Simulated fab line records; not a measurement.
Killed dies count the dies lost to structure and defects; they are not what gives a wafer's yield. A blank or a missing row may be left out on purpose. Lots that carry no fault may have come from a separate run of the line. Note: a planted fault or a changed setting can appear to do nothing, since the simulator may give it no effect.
fab line records ; flow gf180mcu
record: lots: 15; wafers: 42; lastDay: 34
route steps=602 shown HV_LDD@195 NSD@245 SAB@265
lots that met no fault: taken from a fault-free run of the same line
startH: hours from the record's first day to the start of the lot's first wafer shown ; waitH: hours from the lot's prior step to this one ; " repeats the value in the row above ; L1.1+2: several wafers, shown together as one row ; - either no value or no given start ; * or withheld: withheld ; < > ~ a bound
route shown NAME@n: NAME is a module with steps in the file, n the number in the route of the first one ; usual: average and standard deviation across the fault-free wafers ; same: alike in all rows ; chamber/n: place in a boat ; sites: each site's reading ; _std_site: standard deviation of those values ; _edge_site: mean of outer sites minus mean of inner sites ; radiusMm: for every site, how far away it sits from the centre of the wafer ; mask NAME#n: copy n ; behind: the tool/chamber that last shaped the wafer ; hold: the reason the lot was held/the length of the hold in hours/how it ended ; device: names the non-switching transistor (n, p or np) ; end of line: at the end of the route, the tests of the same wafers ; a step given without rows: its recipe and nothing more ; killed: the dies lost at the first sort to structure and to defects; this is not the yield of the wafer ; map: shows each die of a wafer: x if killed, . if not, _ if none is there
set.NAME: the setting as run; set.NAME@STEP: as run at that earlier step ; model.NAME: the simulator's own value behind a step, which no gauge read
one table for each step of the route and one row for each wafer, over a sample of lots
services: when a tool's chamber went out of use (startH, in hours from the record's first day, below 0 if earlier), for how many hours, and the reason
== steps ==
step: GF_HV_LDD_CD_MEAS_19
recipe: targetCdNm: 400
usual: cdNm: 399.4/1.9
lot.wafer;tool;chamber;startH;waitH;cdNm
L864.3;cdSem-02;-;243.56;0.1;398.3
L864.4;cdSem-02;-;243.56;0.1;398.8
L864.6;cdSem-02;-;243.56;0.1;398.7
L865.1;cdSem-02;-;249.17;0.1;400.5
L865.4;cdSem-02;-;249.17;0.1;397.7
L865.5;cdSem-02;-;249.17;0.1;396.6
L866.2;cdSem-01;-;255.62;0.1;398.8
L866.3;cdSem-01;-;255.62;0.1;399.1
L866.5;cdSem-01;-;255.62;0.1;399.3
L867.2;cdSem-02;-;261.12;0.1;397.7
L867.4;cdSem-02;-;261.12;0.1;395.8
L867.5;cdSem-02;-;261.12;0.1;396.2
L868.2;cdSem-02;-;274.62;0.1;399.9
L868.4;cdSem-02;-;274.62;0.1;399.7
L868.5;cdSem-02;-;274.62;0.1;399.2
L869.2;cdSem-01;-;276.57;0.1;399.1
L869.5;cdSem-01;-;276.57;0.1;401.3
L869.6;cdSem-01;-;276.57;0.1;399.1
L870.3;cdSem-02;-;284.01;0.1;400.0
L870.4;cdSem-02;-;284.01;0.1;402.9
L870.6;cdSem-02;-;284.01;0.1;397.7
L872.1;cdSem-01;-;301.30;0.1;402.9
L872.2;cdSem-01;-;301.30;0.1;400.5
L872.4;cdSem-01;-;301.30;0.1;402.7
L873.1;cdSem-01;-;306.95;0.1;399.8
L873.3;cdSem-01;-;306.95;0.1;398.6
L873.4;cdSem-01;-;306.95;0.1;398.3
L874.3;cdSem-02;-;314.06;0.1;401.1
L874.4;cdSem-02;-;314.06;0.1;399.4
L874.6;cdSem-02;-;314.06;0.1;397.6
L880.1;cdSem-01;-;363.08;0.1;398.3
L880.4;cdSem-01;-;363.08;0.1;398.8
L881.3;cdSem-02;-;368.67;0.1;402.0
L881.4;cdSem-02;-;368.67;0.1;400.1
L882.3;cdSem-02;-;388.67;0.1;395.0
L882.6;cdSem-02;-;388.67;0.1;400.2
L885.2;cdSem-02;-;403.81;0.1;397.2
L885.4;cdSem-02;-;403.81;0.1;398.6
L885.6;cdSem-02;-;403.81;0.1;400.1
L886.2;cdSem-02;-;409.64;0.1;400.3
L886.3;cdSem-02;-;409.64;0.1;402.9
L886.6;cdSem-02;-;409.64;0.1;401.9
step: GF_NSD_IMPLANT_10
recipe: species: P; energyKev: 40; doseCm2: 5e+14; tiltDeg: 7
usual: beamOnS: 10.01/0.2; faradayCurrentUA: 2785/55
same: implantIonAmu: 31
lot.wafer;tool;chamber;startH;waitH;beamOnS;faradayCurrentUA
L864.3;implanter-04;0;306.49;0.1;10.27;2730
L864.4;implanter-04;0;306.49;0.1;9.87;2836
L864.6;implanter-04;0;306.49;0.1;10.04;2763
L865.1;implanter-04;0;312.47;0.1;9.70;2870
L865.4;implanter-04;0;312.47;0.1;9.91;2823
L865.5;implanter-04;0;312.47;0.1;9.96;2793
L866.2;implanter-04;0;319.06;0.1;9.76;2838
L866.3;implanter-04;0;319.06;0.1;9.95;2794
L866.5;implanter-04;0;319.06;0.1;10.35;2685
L867.2;implanter-02;0;324.84;0.1;9.79;2836
L867.4;implanter-02;0;324.84;0.1;10.09;2758
L867.5;implanter-02;0;324.84;0.1;10.12;2748
L868.2;implanter-03;0;341.75;0.1;10.21;2727
L868.4;implanter-03;0;341.75;0.1;10.27;2698
L868.5;implanter-03;0;341.75;0.1;9.90;2818
L869.2;implanter-04;0;341.86;0.1;10.15;2738
L869.5;implanter-04;0;341.86;0.1;10.06;2756
L869.6;implanter-04;0;341.86;0.1;10.03;2783
L870.3;implanter-03;0;351.47;0.1;10.19;2736
L870.4;implanter-03;0;351.47;0.1;9.95;2805
L870.6;implanter-03;0;351.47;0.1;10.00;2806
L872.1;implanter-03;0;369.23;0.1;10.11;2765
L872.2;implanter-03;0;369.23;0.1;9.82;2848
L872.4;implanter-03;0;369.23;0.1;10.06;2776
L873.1;implanter-04;0;376.87;0.1;10.41;2671
L873.3;implanter-04;0;376.87;0.1;10.02;2794
L873.4;implanter-04;0;376.87;0.1;10.15;2733
L874.3;implanter-04;0;384.69;0.1;10.18;2732
L874.4;implanter-04;0;384.69;0.1;9.99;2789
L874.6;implanter-04;0;384.69;0.1;10.21;2729
L880.1;implanter-04;0;435.73;0.1;8.44;3285
L880.4;implanter-04;0;435.73;0.1;10.07;2760
L881.3;implanter-04;0;442.92;0.1;8.63;3245
L881.4;implanter-04;0;442.92;0.1;10.21;2728
L882.3;implanter-04;0;466.12;0.1;8.37;3322
L882.6;implanter-04;0;466.12;0.1;10.30;2683
L885.2;implanter-02;0;480.16;0.1;10.19;2731
L885.4;implanter-02;0;480.16;0.1;9.78;2850
L885.6;implanter-02;0;480.16;0.1;10.02;2780
L886.2;implanter-03;0;486.39;0.1;10.16;2742
L886.3;implanter-03;0;486.39;0.1;10.00;2782
L886.6;implanter-03;0;486.39;0.1;10.28;2726
step: GF_NSD_STRIP_11
recipe: chemistry: O2/N2; powerW: 1400; pressureMtorr: 1500; platenTempC: 250; o2FlowSccm: 3000; n2FlowSccm: 300; overashFraction: 0.5
usual: drypumpMotorCurrentA: 5.5/0.48; heaterPowerW: 339/57; o2FlowSccm: 3000/8.5; oesProductAu: 0.487/0.005; platenTempC: 250.00/0.17; stripTimeToEndpointS: 22.97/0.035
lot.wafer;tool;chamber;startH;waitH;drypumpMotorCurrentA;heaterPowerW;o2FlowSccm;oesProductAu;platenTempC;rfHoursCounterH;stripTimeToEndpointS
L864.3;plasmaAsher-03;0;306.62;0.1;5.0;268;2993;0.480;250.00;-;23.00
L864.4;plasmaAsher-03;1;306.62;0.1;6.1;289;3015;0.485;249.97;-;23.00
L864.6;plasmaAsher-03;1;306.62;0.1;6.1;287;2991;0.481;249.96;-;23.00
L865.1;plasmaAsher-02;0;312.62;0.1;5.1;316;3008;0.488;250.12;44;23.02
L865.4;plasmaAsher-02;0;312.62;0.1;5.2;318;2994;0.481;249.91;-;23.00
L865.5;plasmaAsher-02;0;312.62;0.1;5.2;307;3009;0.502;250.07;-;22.99
L866.2;plasmaAsher-02;0;319.19;0.1;5.2;313;3003;0.488;250.07;44;23.00
L866.3;plasmaAsher-02;1;319.19;0.1;5.2;420;3015;0.487;249.95;-;23.02
L866.5;plasmaAsher-02;1;319.19;0.1;5.2;418;3024;0.483;250.21;-;23.00
L867.2;plasmaAsher-02;1;324.97;0.1;5.2;403;2997;0.481;249.70;45;23.00
L867.4;plasmaAsher-02;0;324.97;0.1;5.2;320;2991;0.486;249.91;-;22.96
L867.5;plasmaAsher-02;0;324.97;0.1;5.1;320;2982;0.486;250.08;-;22.98
L868.2;plasmaAsher-03;1;341.88;0.1;6.1;284;2996;0.492;249.84;74;22.97
L868.4;plasmaAsher-03;0;341.88;0.1;5.0;273;2987;0.480;249.83;-;22.99
L868.5;plasmaAsher-03;0;341.88;0.1;5.0;275;2994;0.489;250.16;-;23.01
L869.2;plasmaAsher-01;1;341.99;0.1;5.7;340;2990;0.479;250.19;23;23.04
L869.5;plasmaAsher-01;1;341.99;0.1;5.7;336;2995;0.488;250.02;-;23.02
L869.6;plasmaAsher-01;0;341.99;0.1;6.2;425;3001;0.497;249.77;-;23.07
L870.3;plasmaAsher-02;0;351.60;0.1;5.1;311;2993;0.491;249.91;-;22.96
L870.4;plasmaAsher-02;1;351.60;0.1;5.2;409;3013;0.484;250.10;-;22.94
L870.6;plasmaAsher-02;0;351.60;0.1;5.1;318;2995;0.482;249.69;-;22.98
L872.1;plasmaAsher-01;0;369.38;0.1;6.2;413;3010;0.490;249.96;26;23.02
L872.2;plasmaAsher-01;1;369.38;0.1;5.8;343;2994;0.488;249.89;26;23.01
L872.4;plasmaAsher-01;0;369.38;0.1;6.2;436;3016;0.491;250.00;-;23.02
L873.1;plasmaAsher-03;0;377.02;0.1;5.0;271;3015;0.481;249.97;78;22.98
L873.3;plasmaAsher-03;1;377.02;0.1;6.1;289;3001;0.490;250.28;-;22.97
L873.4;plasmaAsher-03;0;377.02;0.1;5.0;268;3023;0.480;250.10;-;22.99
L874.3;plasmaAsher-01;1;384.82;0.1;5.7;339;3001;0.489;249.87;-;23.00
L874.4;plasmaAsher-01;0;384.82;0.1;6.2;423;2993;0.482;250.36;-;23.00
L874.6;plasmaAsher-01;1;384.82;0.1;5.7;332;2995;0.488;250.23;-;22.99
L880.1;plasmaAsher-02;0;435.88;0.1;5.1;316;3006;0.489;250.01;56;22.92
L880.4;plasmaAsher-02;1;435.88;0.1;5.2;421;2990;0.492;249.98;-;22.99
L881.3;plasmaAsher-03;0;443.05;0.1;5.1;267;2999;0.480;250.04;-;22.88
L881.4;plasmaAsher-03;1;443.05;0.1;6.1;286;3014;0.481;249.98;-;22.92
L882.3;plasmaAsher-02;0;466.25;0.1;5.1;319;2979;0.491;250.11;-;22.82
L882.6;plasmaAsher-02;0;466.25;0.1;5.2;318;2994;0.489;250.12;-;22.94
L885.2;plasmaAsher-03;1;480.28;0.1;6.1;286;3011;0.494;249.70;89;23.01
L885.4;plasmaAsher-03;0;480.28;0.1;5.0;267;3000;0.481;250.13;-;22.95
L885.6;plasmaAsher-03;1;480.28;0.1;6.1;286;3003;0.485;249.88;-;22.98
L886.2;plasmaAsher-03;1;486.52;0.1;6.1;285;2991;0.491;249.99;90;23.00
L886.3;plasmaAsher-03;0;486.52;0.1;5.1;274;3001;0.481;249.70;-;22.96
L886.6;plasmaAsher-03;1;486.52;0.1;6.1;292;2989;0.485;249.81;-;23.00
step: GF_NSD_TW_MEAS_12
usual: NSD_TW: 4278/32
lot.wafer;tool;chamber;startH;waitH;NSD_TW
L864.3;filmMetro-01;-;306.71;0.1;4319
L864.4;filmMetro-01;-;306.71;0.1;4324
L864.6;filmMetro-01;-;306.71;0.1;4318
L865.1;filmMetro-03;-;312.72;0.1;4268
L865.4;filmMetro-03;-;312.72;0.1;4278
L865.5;filmMetro-03;-;312.72;0.1;4241
L866.2;filmMetro-02;-;319.30;0.1;4284
L866.3;filmMetro-02;-;319.30;0.1;4285
L866.5;filmMetro-02;-;319.30;0.1;4311
L867.2;filmMetro-02;-;325.08;0.1;4287
L867.4;filmMetro-02;-;325.08;0.1;4291
L867.5;filmMetro-02;-;325.08;0.1;4277
L868.2;filmMetro-02;-;341.99;0.1;4275
L868.4;filmMetro-02;-;341.99;0.1;4271
L868.5;filmMetro-02;-;341.99;0.1;4295
L869.2;filmMetro-01;-;342.10;0.1;4284
L869.5;filmMetro-01;-;342.10;0.1;4283
L869.6;filmMetro-01;-;342.10;0.1;4299
L870.3;filmMetro-02;-;351.69;0.1;4301
L870.4;filmMetro-02;-;351.69;0.1;4286
L870.6;filmMetro-02;-;351.69;0.1;4296
L872.1;filmMetro-02;-;369.48;0.1;4269
L872.2;filmMetro-02;-;369.48;0.1;4276
L872.4;filmMetro-02;-;369.48;0.1;4291
L873.1;filmMetro-03;-;377.12;0.1;4318
L873.3;filmMetro-03;-;377.12;0.1;4290
L873.4;filmMetro-03;-;377.12;0.1;4294
L874.3;filmMetro-01;-;384.91;0.1;4268
L874.4;filmMetro-01;-;384.91;0.1;4267
L874.6;filmMetro-01;-;384.91;0.1;4281
L880.1;filmMetro-02;-;435.98;0.1;4304
L880.4;filmMetro-02;-;435.98;0.1;4290
L881.3;filmMetro-02;-;443.14;0.1;4310
L881.4;filmMetro-02;-;443.14;0.1;4318
L882.3;filmMetro-01;-;466.34;0.1;4298
L882.6;filmMetro-01;-;466.34;0.1;4315
L885.2;filmMetro-01;-;480.39;0.1;4336
L885.4;filmMetro-01;-;480.39;0.1;4291
L885.6;filmMetro-01;-;480.39;0.1;4319
L886.2;filmMetro-01;-;486.63;0.1;4323
L886.3;filmMetro-01;-;486.63;0.1;4299
L886.6;filmMetro-01;-;486.63;0.1;4294
step: GF_PSD_RS_MEAS_14
recipe: thkMeasGauge: four-point-probe
usual: NSD_RS: 46.18/0.092
lot.wafer;tool;chamber;startH;waitH;NSD_RS[ohm/sq]
L864.3;filmMetro-03;-;327.64;0.1;46.08
L864.4;filmMetro-03;-;327.64;0.1;46.21
L864.6;filmMetro-03;-;327.64;0.1;46.16
L865.1;filmMetro-03;-;333.83;0.1;46.16
L865.4;filmMetro-03;-;333.83;0.1;46.03
L865.5;filmMetro-03;-;333.83;0.1;46.09
L866.2;filmMetro-01;-;340.52;0.1;46.13
L866.3;filmMetro-01;-;340.52;0.1;46.10
L866.5;filmMetro-01;-;340.52;0.1;46.26
L867.2;filmMetro-03;-;346.98;0.1;46.24
L867.4;filmMetro-03;-;346.98;0.1;46.22
L867.5;filmMetro-03;-;346.98;0.1;46.30
L868.2;filmMetro-03;-;364.41;0.1;46.20
L868.4;filmMetro-03;-;364.41;0.1;46.09
L868.5;filmMetro-03;-;364.41;0.1;46.14
L869.2;filmMetro-02;-;364.63;0.1;46.03
L869.5;filmMetro-02;-;364.63;0.1;46.12
L869.6;filmMetro-02;-;364.63;0.1;46.01
L870.3;filmMetro-01;-;374.32;0.1;46.15
L870.4;filmMetro-01;-;374.32;0.1;46.25
L870.6;filmMetro-01;-;374.32;0.1;46.21
L872.1;filmMetro-03;-;391.78;0.1;46.17
L872.2;filmMetro-03;-;391.78;0.1;46.17
L872.4;filmMetro-03;-;391.78;0.1;46.09
L873.1;filmMetro-02;-;399.74;0.1;46.14
L873.3;filmMetro-02;-;399.74;0.1;46.27
L873.4;filmMetro-02;-;399.74;0.1;46.15
L874.3;filmMetro-02;-;408.42;0.1;46.22
L874.4;filmMetro-02;-;408.42;0.1;46.21
L874.6;filmMetro-02;-;408.42;0.1;46.25
L880.1;filmMetro-02;-;460.18;0.1;47.08
L880.4;filmMetro-02;-;460.18;0.1;46.13
L881.3;filmMetro-02;-;468.29;0.1;47.29
L881.4;filmMetro-02;-;468.29;0.1;46.23
L882.3;filmMetro-02;-;490.65;0.1;47.10
L882.6;filmMetro-02;-;490.65;0.1;46.05
L885.2;filmMetro-03;-;504.83;0.1;46.39
L885.4;filmMetro-03;-;504.83;0.1;46.21
L885.6;filmMetro-03;-;504.83;0.1;46.25
L886.2;filmMetro-01;-;510.58;0.1;46.08
L886.3;filmMetro-01;-;510.58;0.1;46.06
L886.6;filmMetro-01;-;510.58;0.1;46.20
step: GF_SAB_THK_MEAS_01
recipe: reads: SiO2_of_SAB_CVD_00
usual: SAB_CVD_00_THK: 49.8/0.75
lot.wafer;tool;chamber;startH;waitH;SAB_CVD_00_THK[nm]
L864.3;filmMetro-04;-;327.88;0.0;49.4
L864.4;filmMetro-04;-;327.88;0.0;50.0
L864.6;filmMetro-04;-;327.88;0.0;50.6
L865.1;filmMetro-04;-;334.09;0.0;49.1
L865.4;filmMetro-04;-;334.09;0.0;51.3
L865.5;filmMetro-04;-;334.09;0.0;50.3
L866.2;filmMetro-03;-;340.77;0.0;48.4
L866.3;filmMetro-03;-;340.77;0.0;49.1
L866.5;filmMetro-03;-;340.77;0.0;49.5
L867.2;filmMetro-03;-;347.23;0.0;49.8
L867.4;filmMetro-03;-;347.23;0.0;49.8
L867.5;filmMetro-03;-;347.23;0.0;50.6
L868.2;filmMetro-01;-;364.66;0.0;49.5
L868.4;filmMetro-01;-;364.66;0.0;50.3
L868.5;filmMetro-01;-;364.66;0.0;50.0
L869.2;filmMetro-03;-;364.88;0.0;49.7
L869.5;filmMetro-03;-;364.88;0.0;51.0
L869.6;filmMetro-03;-;364.88;0.0;50.5
L870.3;filmMetro-04;-;374.56;0.0;48.5
L870.4;filmMetro-04;-;374.56;0.0;49.8
L870.6;filmMetro-04;-;374.56;0.0;50.0
L872.1;filmMetro-01;-;392.04;0.0;49.2
L872.2;filmMetro-01;-;392.04;0.0;47.8
L872.4;filmMetro-01;-;392.04;0.0;49.5
L873.1;filmMetro-03;-;400.00;0.0;50.5
L873.3;filmMetro-03;-;400.00;0.0;49.8
L873.4;filmMetro-03;-;400.00;0.0;51.6
L874.3;filmMetro-04;-;408.66;0.0;50.7
L874.4;filmMetro-04;-;408.66;0.0;50.3
L874.6;filmMetro-04;-;408.66;0.0;50.9
L880.1;filmMetro-04;-;460.44;0.0;49.2
L880.4;filmMetro-04;-;460.44;0.0;49.7
L881.3;filmMetro-04;-;468.53;0.0;49.2
L881.4;filmMetro-04;-;468.53;0.0;49.7
L882.3;filmMetro-04;-;490.89;0.0;49.7
L882.6;filmMetro-04;-;490.89;0.0;50.6
L885.2;filmMetro-03;-;505.08;0.0;48.8
L885.4;filmMetro-03;-;505.08;0.0;50.0
L885.6;filmMetro-03;-;505.08;0.0;50.3
L886.2;filmMetro-04;-;510.83;0.0;50.1
L886.3;filmMetro-04;-;510.83;0.0;48.4
L886.6;filmMetro-04;-;510.83;0.0;50.5
== services ==
tool;chamber;startH;hours;kind
implanter-03;-;323.56;3.7;pm
implanter-02;-;361.64;18.2;repair
plasmaAsher-01;-;372.17;0.5;repair
implanter-04;-;389.20;24.6;pm
implanter-03;-;389.85;1.0;repair
implanter-03;-;399.17;6.4;repair
implanter-03;-;464.01;0.7;repair
implanter-04;-;475.29;5.9;repair
== key ==
firstSign: step: GF_NSD_IMPLANT_10; reading: faradayCurrentUA; direction: up; sigmas: 9; usual: 2785; struck: 3284
effect: step: GF_NSD_IMPLANT_10; reading: beamOnS; direction: down; sigmas: 7.6; usual: 10.01; struck: 8.48
effect: step: GF_NSD_STRIP_11; reading: stripTimeToEndpointS; direction: down; sigmas: 2.9; usual: *; struck: *
effect: step: GF_PSD_RS_MEAS_14; reading: NSD_RS; direction: up; sigmas: 11; usual: 46.18; struck: 47.16
metAt GF_NSD_IMPLANT_10
struckLots L880,L881,L882
struckWafers L880.1,L881.3,L882.3
sortLeftOut L880.1
testerLeftOut L880,L881,L882
notActingAt GF_HV_LDD_CD_MEAS_19,GF_NSD_TW_MEAS_12,GF_SAB_THK_MEAS_01
onsetBetween 384.69 435.73
fault: kind: processParameterDrift; tool: implanter-04; chamber: -; onsetH: 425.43; steps: GF_NSD_IMPLANT_10; channel: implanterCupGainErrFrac; offset: 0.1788; shape: step; endH: 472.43; scope: struckWafersOnly
testerLeftOut: of these lots the tester's yield and bins aren't shown, on N5 and GAA mostly nor the transistor test; their killed dies are dies lost to structure and defects alone, not to doping, threshold or leakage, so they don't give the yield
sortLeftOut: the simulated sort isn't trusted on such a fault, so these wafers' sort isn't shown, and their yield isn't known
